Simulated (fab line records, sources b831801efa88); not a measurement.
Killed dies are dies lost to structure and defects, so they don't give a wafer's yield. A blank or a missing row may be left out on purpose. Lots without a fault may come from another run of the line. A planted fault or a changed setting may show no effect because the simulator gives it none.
Chamber matching | flow sky130 | SKY_CAP2M_CVD_00 on pecvd-04: 3 sister chambers
The step deposits SiO2, target thk 15.5 nm. 3 wafers are shown with their chamber, then 11 later ones without.

WAFERS WITH THEIR CHAMBER
wafer  | chamber | heater_power_w (W)
L087.2 | 0       | 776
L087.4 | 2       | 823
L089.3 | 1       | 718

WAFERS WITHOUT THEIR CHAMBER
wafer  | heater_power_w (W)
L089.4 | 714
L089.5 | 715
L093.2 | 822
L093.3 | 731
L093.5 | 726
L095.1 | 839
L095.2 | 700
L095.3 | 837
L097.1 | 754
L097.2 | 811
L097.4 | 802

WHICH CHAMBER EACH WENT THROUGH
wafer  | from the rows above     | in truth
L089.4 | 1                       | 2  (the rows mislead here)
L089.5 | 1                       | 1
L093.2 | 2                       | 2
L093.3 | 1                       | 1
L093.5 | 1                       | 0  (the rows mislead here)
L095.1 | 2                       | 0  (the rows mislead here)
L095.2 | 1                       | 1
L095.3 | 2                       | 2
L097.1 | can't be placed: 0 or 1 | 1
L097.2 | can't be placed: 2 or 0 | 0
L097.4 | can't be placed: 2 or 0 | 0
Placed correctly: 5 of 11. Can't be placed from these rows: 3 (the true chamber is among the candidates in 3). Placed wrongly: 3.
How it was worked out, from the rows above alone: a wafer's distance from a chamber is the root of the sum, over the readings, of the square of ((its reading less the chamber's mean) divided by the reading's scatter). The wafer belongs to the nearest chamber; if the next one is less than 2 further off, it can't be placed. A chamber's mean is the mean of its shown wafers. The scatter: with one shown wafer a chamber, the root of the mean of the squares of how far each hidden wafer lies from its nearest shown one.
